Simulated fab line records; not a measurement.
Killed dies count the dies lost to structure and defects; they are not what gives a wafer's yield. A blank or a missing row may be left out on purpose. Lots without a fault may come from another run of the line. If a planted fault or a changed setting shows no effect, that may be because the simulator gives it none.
A struck lot beside a sound one + flow gf180mcu + 43 steps out of a route of 602
Sound: these wafers, L879.1, L879.2, L879.5. Struck: wafers L881.1, L881.6. (L881.5 of the same lot was not struck and is left out.) The cause comes at the end.
Per side, at each step with rows, come the tool, then ch with its chambers, and then its first start. Under that, the readings that differ: sound wafers + struck wafers + difference of the means + sigmas: that difference in standard deviations of wafers without a fault.
alike: readings whose means differ by less than 2 such deviations, and words and numbers that are the same on both sides. not compared: withheld readings, readings that some wafer has no value for, bounds like >300 that may hide the same value, and numbers for which the record gives no deviation and whose values overlap.
Wherever a step has rows on one side only, a row that says differs or no value, or a row with sigmas, the two part there. Non-overlapping numbers with no deviation appear without sigmas and do not part them. Lack of a reading on every wafer of one side parts them only where that side has two or more wafers.

first, 6 steps without rows for these wafers: GF_HV_LDD_HMDS_25 (prime time 60 s); GF_HV_LDD_COAT_26 (resist thk 1000 nm); GF_HV_LDD_SOFTBAKE_27 (time 60 s); GF_HV_LDD_EXPOSE_28 (exposes mask Nplus HV AREA, target cd 400 nm); GF_HV_LDD_PEB_29; GF_HV_LDD_DEVELOP_30 (develop time 60 s).
GF_HV_LDD_CD_MEAS_31: target cd 400 nm.
  sound on cd sem-02 at day 12 00:51; struck on cd sem-01 at day 12 10:09
  alike: cd nm
GF_HV_LDD_OVL_MEAS_32:
  sound on overlay-02 at day 12 00:58; struck on overlay-02 at day 12 10:16
  alike: HV_LDD_02_OVL
then, 4 steps without rows for these wafers: GF_HV_LDD_IMPLANT_33; GF_HV_LDD_IMPLANT_34; GF_HV_LDD_IMPLANT_35; GF_HV_LDD_IMPLANT_36.
GF_HV_LDD_STRIP_37: strips in O2/N2.
  sound on plasma asher-02 ch 0,1, day 12 01:37; struck on plasma asher-02 ch 1, day 12 10:54
  alike: chamber pressure mTorr, drypump motor current A, heater power w, n2 flow sccm, oes product au, strip time to endpoint s
  not compared: rf hours counter h
GF_HV_LDD_TW_MEAS_38:
  sound on film metro-03 at day 12 01:43; struck on film metro-03 at day 12 11:00
  alike: HV_LDD_3_TW
then, 7 steps without rows for these wafers: GF_HV_LDD_DEHYDRATE_39 (time 60 s); GF_HV_LDD_HMDS_40 (prime time 60 s); GF_HV_LDD_COAT_41 (resist thk 1000 nm); GF_HV_LDD_SOFTBAKE_42 (time 60 s); GF_HV_LDD_EXPOSE_43 (exposes mask Pplus HV AREA, target cd 400 nm); GF_HV_LDD_PEB_44; GF_HV_LDD_DEVELOP_45 (develop time 60 s).
GF_HV_LDD_CD_MEAS_46: target cd 400 nm.
  sound on cd sem-01 at day 12 21:55; struck on cd sem-01 at day 13 06:54
| reading    | sound             | struck      | difference | sigmas |
|------------|-------------------|-------------|------------|--------|
| cd nm (nm) | 401.9 401.9 400.4 | 396.0 397.2 | -4.8       | -3     |
GF_HV_LDD_OVL_MEAS_47:
  sound on overlay-01 at day 12 22:02; struck on overlay-02 at day 13 07:01
  alike: HV_LDD_03_OVL
following that, these wafers have no rows for 1 step: GF_HV_LDD_IMPLANT_48.
GF_HV_LDD_STRIP_49: strips in O2/N2.
  sound on plasma asher-01 ch 0,1, day 12 22:14; struck on plasma asher-01 ch 0,1, day 13 07:12
  alike: chamber pressure mTorr, drypump motor current A, heater power w, n2 flow sccm, oes product au, strip time to endpoint s
  not compared: rf hours counter h
GF_HV_LDD_TW_MEAS_50:
  sound on film metro-04 at day 12 22:20; struck on film metro-02 at day 13 07:18
  alike: HV_LDD_4_TW
then, 1 step without rows for these wafers: GF_HV_LDD_CLEAN_51 (cleans in SC1/SC2, time 150 s).
GF_HV_LDD_RTA_52: time 10 s.
  sound on rtp anneal-02 ch 0, day 12 22:26; struck on rtp anneal-02 ch 0, day 13 07:25
  alike: lamp power pct, wafer_temp_C_max
GF_HV_LDD_RS_MEAS_53: uses a four-point probe to measure.
  sound on film metro-02 at day 12 22:30; struck on film metro-03 at day 13 07:29
| reading            | sound             | struck      | difference | sigmas |
|--------------------|-------------------|-------------|------------|--------|
| HV_LDD_RS (ohm/sq) | 417.0 417.5 416.2 | 419.6 419.3 | +2.6       | +3     |
then, 1 step without rows for these wafers: GF_HV_LDD_CVD_54 (deposits SiO2 from TEOS, target thk 10 nm, time 75 s).
GF_HV_LDD_THK_MEAS_55:
  sound on film metro-02 at day 12 23:38; struck on film metro-03 at day 13 08:38
  alike: HV_LDD_CVD_54_THK
then, 1 step without rows for these wafers: GF_HV_LDD_CVD_56 (deposits Si3N4 from DCS/NH3, target thk 90 nm, time 1543 s).
GF_HV_LDD_THK_MEAS_57:
  sound on film metro-02 at day 13 01:08; struck on film metro-03 at day 13 10:07
  alike: HV_LDD_CVD_56_THK
GF_HV_LDD_ETCHBACK_58: etches Si3N4 in CH3F/O2, stops on SiO2, time 100 s, target depth 90 nm.
  sound on rie diel-01 ch 1,2,3, day 13 01:11; struck on rie diel-02 ch 0,3, day 13 10:11
  alike: chamber pressure mTorr, drypump motor current A, oes product au, throttle valve pct
  not compared: rf hours counter h
then, 7 steps without rows for these wafers: GF_NSD_DEHYDRATE_00 (time 60 s); GF_NSD_HMDS_01 (prime time 60 s); GF_NSD_COAT_02 (resist thk 1000 nm); GF_NSD_SOFTBAKE_03 (time 60 s); GF_NSD_EXPOSE_04 (exposes mask Nplus, target cd 400 nm); GF_NSD_PEB_05; GF_NSD_DEVELOP_06 (develop time 60 s).
GF_NSD_CD_MEAS_07: target cd 400 nm.
  sound on cd sem-01 at day 13 21:18; struck on cd sem-01 at day 14 07:00
  alike: cd nm
-- the record jumps here: 16 days lie between the struck wafers' starts before and after (it left off in module NSD and takes up again in module PASSIVATION, whose first step shown is number 602 of the route) --
GF_PASSIVATION_PROBE_99:
  rows exist in the record for the struck wafers here (prober-02, day 30 00:00), but not for the sound ones

WHERE THEY PART
Last at GF_PASSIVATION_PROBE_99 as far as this record goes, first at GF_HV_LDD_CD_MEAS_46.

WHY: what the simulator had put in
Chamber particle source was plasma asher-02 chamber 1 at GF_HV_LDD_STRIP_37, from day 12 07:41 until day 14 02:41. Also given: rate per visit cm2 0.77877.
